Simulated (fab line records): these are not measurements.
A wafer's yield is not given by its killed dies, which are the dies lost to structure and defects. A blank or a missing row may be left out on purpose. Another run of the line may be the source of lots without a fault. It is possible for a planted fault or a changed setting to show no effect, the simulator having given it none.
Comparing a struck lot with a sound one + flow sky130 + 32 steps out of a route of 708
Sound: wafers L784.1, L784.3, L784.6. Struck: wafer L790.2. (L790.1, L790.4 of the same lot were not struck and are left out.) The cause comes at the end.
At each step with rows: each side's tool, then ch and its chambers, then its first start. Under that, the readings that differ: sound wafers + struck wafers + difference of the means + sigmas: that difference in standard deviations of wafers without a fault.
alike: words and numbers the same on both sides, and readings whose means are apart by under 2 such deviations; not compared: readings that were withheld, readings missing a value for some wafer, numbers with overlapping values and no deviation given by the record, and bounds like >300 which may hide the same value.
The two part at a step that has a row with sigmas, a row that says differs or no value, or rows on one side only. Numbers that don't overlap but have no deviation are shown without sigmas and don't part them. Lack of a reading on every wafer of one side parts them only where that side has two or more wafers.

first, 3 steps without rows for these wafers: SKY_VIA1_STRIP_17 (strips in post etch residue remover, time 1200 s); SKY_VIA1_CLEAN_18 (cleans in IPA, time 180 s); SKY_VIA1_CLEAN_19 (cleans in O3/DIW).
SKY_VIA1_SPUTTER_20: material TiN, target thk 20 nm, time 80 s.
  sound: pvd-sputter-02 at day 34 20:44; struck: pvd-sputter-02 at day 36 15:45
  alike: chamber-pressure-pa, throttle-valve-pct
SKY_VIA1_CVD_21: deposits W, target thk 270 nm, time 80.902 s.
  sound on cvd-w-01 ch 0,1, day 34 20:47; struck on cvd-w-02 ch 0, day 36 15:49
  alike: heater-power-w
  not compared: since-wet-clean-h
SKY_VIA1_RS_MEAS_22: measures by four-point-probe.
  sound: film-metro-03 at day 34 20:53; struck: film-metro-04 at day 36 15:55
  alike: VIA1_W_RS
SKY_VIA1_THK_MEAS_23: measures by xrf.
  sound: film-metro-03 at day 34 21:01; struck: film-metro-04 at day 36 16:02
| reading         | sound       | struck | difference | sigmas |
|-----------------|-------------|--------|------------|--------|
| VIA1_W_THK (nm) | 262 263 270 | 276    | +11        | +3     |
then, 2 steps without rows for these wafers: SKY_VIA1_CMP_24 (polishes, stops on SiO2, t overpolish 15 s, target thk 0 nm); SKY_METAL2_SPUTTER_00 (material Ti, target thk 15 nm, time 10 s).
SKY_METAL2_SPUTTER_01: material TiN, target thk 20 nm, time 16.7 s.
  sound: pvd-sputter-04 at day 34 21:23; struck: pvd-sputter-02 at day 36 16:25
  alike: chamber-pressure-pa, throttle-valve-pct
then, 2 steps without rows for these wafers: SKY_METAL2_SPUTTER_02 (material AlCu, target thk 250 nm, time 13.3 s); SKY_METAL2_SPUTTER_03 (material Ti, target thk 5 nm, time 3.3 s).
SKY_METAL2_SPUTTER_04: material TiN, target thk 70 nm, time 58.3 s.
  sound: pvd-sputter-04 at day 34 21:28; struck: pvd-sputter-02 at day 36 16:29
| reading                                    | sound                | struck | difference | sigmas      |
|--------------------------------------------|----------------------|--------|------------|-------------|
| chamber-pressure-pa (Pa)                   | 0.4001 0.4002 0.4012 | 0.4882 | +0.0877    | +99 or more |
| throttle-valve-pct (%)                     | 29.9 29.0 28.8       | 27.0   | -2.2       | -3          |
| model.TiN_of_METAL2_SPUTTER_04.thk-nm (nm) | 70.05 69.96 69.75    | 67     | -3         |             |
SKY_METAL2_RS_MEAS_05: measures by four-point-probe.
  sound: film-metro-02 at day 34 21:31; struck: film-metro-04 at day 36 16:32
  alike: METAL2_ALCU_RS
SKY_METAL2_THK_MEAS_06: measures by xrf.
  sound: film-metro-02 at day 34 21:38; struck: film-metro-04 at day 36 16:39
  alike: METAL2_ALCU_THK
then, 8 steps without rows for these wafers: SKY_METAL2_DEHYDRATE_07 (time 60 s); SKY_METAL2_HMDS_08 (prime time 60 s); SKY_METAL2_COAT_09 (resist thk 60 nm); SKY_METAL2_COAT_10 (resist thk 450 nm); SKY_METAL2_SOFTBAKE_11 (time 90 s); SKY_METAL2_EXPOSE_12 (exposes mask MM2, target cd 140 nm); SKY_METAL2_PEB_13; SKY_METAL2_DEVELOP_14 (develop time 60 s).
SKY_METAL2_CD_MEAS_15: the cd target is 140 nm.
  sound: cd-sem-01 at day 36 00:28; struck: cd-sem-01 at day 37 18:34
  alike: cd-nm
SKY_METAL2_OVL_MEAS_16:
  sound: overlay-01 at day 36 00:35; struck: overlay-02 at day 37 18:41
  alike: METAL2_OVL
SKY_METAL2_DESCUM_17: chemistry O2, time 8 s.
  sound on rie-metal-03 ch 0, day 36 00:37; struck on rie-metal-01 ch 1, day 37 18:43
| reading                     | sound             | struck | difference | sigmas |
|-----------------------------|-------------------|--------|------------|--------|
| drypump-motor-current-A (A) | 4.8 4.8 4.8       | 6.1    | +1.3       | +2     |
| oes-product-au (a.u.)       | 1.017 1.013 1.015 | 0.991  | -0.024     | -3     |
  not compared: rf-hours-counter-h
SKY_METAL2_ETCH_18: etches BARC in N2/H2, stops on SiO2, time 45.9 s, target depth 60 nm.
  sound on rie-metal-03 ch 0, day 36 00:41; struck on rie-metal-01 ch 1, day 37 18:45
| reading                     | sound             | struck | difference | sigmas |
|-----------------------------|-------------------|--------|------------|--------|
| drypump-motor-current-A (A) | 4.8 4.8 4.8       | 6.1    | +1.3       | +2     |
| oes-product-au (a.u.)       | 0.858 0.845 0.856 | 0.867  | +0.014     | +3     |
  alike: throttle-valve-pct
  not compared: rf-hours-counter-h
then, 2 steps without rows for these wafers: SKY_METAL2_METAL_ETCH_19 (etches the open film in Cl2/BCl3, stops on SiO2, target depth 360 nm, time 78 s); SKY_METAL2_STRIP_20 (strips in O2/N2).
SKY_METAL2_STRIP_21: strips in post etch residue remover, time 1200 s.
  sound on wet-bench-04 ch 3, day 36 01:05; struck on wet-bench-04 ch 0, day 37 19:01
| reading                                    | sound             | struck | difference | sigmas |
|--------------------------------------------|-------------------|--------|------------|--------|
| model.TiN_of_METAL2_SPUTTER_04.thk-nm (nm) | 69.63 69.54 69.33 | 66.58  | -2.92      |        |
then, 1 step without rows for these wafers: SKY_METAL2_CLEAN_22 (cleans in IPA, time 180 s).
-- the record jumps here: 10 days lie between the struck wafers' starts before and after (it left off in module METAL2 and takes up again in module PAD_OPEN, whose first step shown is number 708 of the route) --
SKY_PAD_OPEN_PROBE_99:
  the record has rows for the struck wafers here (prober-02, day 48 02:04) and none for the sound ones

WHERE THEY PART
Earliest at SKY_VIA1_THK_MEAS_23; latest, in this record, at SKY_PAD_OPEN_PROBE_99.

WHY: what had been put in by the simulator
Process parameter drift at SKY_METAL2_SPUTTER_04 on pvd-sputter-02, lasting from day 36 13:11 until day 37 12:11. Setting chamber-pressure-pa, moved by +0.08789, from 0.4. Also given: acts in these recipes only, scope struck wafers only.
